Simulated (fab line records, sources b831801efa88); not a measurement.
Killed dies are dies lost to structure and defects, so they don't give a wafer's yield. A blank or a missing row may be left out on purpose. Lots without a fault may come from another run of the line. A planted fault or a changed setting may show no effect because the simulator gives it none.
A struck lot beside a sound one | flow gf180mcu | 14 steps out of a route of 602
Sound: wafers L719.2, L719.4, L719.6. Struck: wafers L715.1, L715.3, L715.5. The cause comes at the end.
At each step with rows: each side's tool, then ch and its chambers, then its first start. Under that, the readings that differ: sound wafers | struck wafers | difference of the means | sigmas: that difference in standard deviations of wafers without a fault.
alike: readings whose means differ by less than 2 such deviations, and words and numbers that are the same on both sides. not compared: withheld readings, readings that some wafer has no value for, bounds like >300 that may hide the same value, and numbers for which the record gives no deviation and whose values overlap.
The two part at a step that has a row with sigmas, a row that says differs or no value, or rows on one side only. Numbers that don't overlap but have no deviation are shown without sigmas and don't part them. A reading that every wafer of one side lacks parts them only if that side has two wafers or more.

first, 2 steps without rows for these wafers: GF_VT_IMPLANT_PEB_05; GF_VT_IMPLANT_DEVELOP_06 (develop time 60 s).
GF_VT_IMPLANT_OVL_MEAS_07:
  sound on overlay-01, day 9 15:25; struck on overlay-02, day 8 12:20
  alike: VT_IMPLANT_OVL
then, 1 step without rows for these wafers: GF_VT_IMPLANT_IMPLANT_08.
GF_VT_IMPLANT_STRIP_09: strips in O2/N2.
  sound on plasma_asher-04 ch 0,1, day 9 15:35; struck on plasma_asher-03 ch 0,1, day 8 12:31
  alike: drypump_motor_current_A, heater_power_w, n2_flow_sccm, oes_product_au, strip_time_to_endpoint_s
  not compared: rf_hours_counter_h
GF_VT_IMPLANT_TW_MEAS_10:
  sound on film_metro-02, day 9 15:42; struck on film_metro-01, day 8 12:37
  alike: VT_IMPLANT_TW
then, 6 steps without rows for these wafers: GF_VT_IMPLANT_DEHYDRATE_11 (time 60 s); GF_VT_IMPLANT_HMDS_12 (prime time 60 s); GF_VT_IMPLANT_COAT_13 (resist thk 1000 nm); GF_VT_IMPLANT_SOFTBAKE_14 (time 60 s); GF_VT_IMPLANT_EXPOSE_15 (exposes mask Nwell LV AREA, target cd 860 nm); GF_VT_IMPLANT_PEB_16.
GF_VT_IMPLANT_DEVELOP_17: develop time 60 s.
  sound on litho_track-04 ch 0, day 10 08:10; struck on litho_track-02, day 9 05:38
  no value came back on the struck wafers for chill_plate_temp_C (C), develop_time_s (s); on the sound wafers chill_plate_temp_C (C) reads 23.12 23.03 22.94
GF_VT_IMPLANT_OVL_MEAS_18:
  sound on overlay-01, day 10 08:19; struck on overlay-02, day 9 05:47
  reading                | sound          | struck | difference                    | sigmas
  VT_IMPLANT_01_OVL (nm) | -0.2 -0.5 -1.3 | - - -  | no value on the struck wafers |

WHERE THEY PART
First at GF_VT_IMPLANT_DEVELOP_17; last, within this record, at GF_VT_IMPLANT_OVL_MEAS_18.

WHY: what the simulator had put in
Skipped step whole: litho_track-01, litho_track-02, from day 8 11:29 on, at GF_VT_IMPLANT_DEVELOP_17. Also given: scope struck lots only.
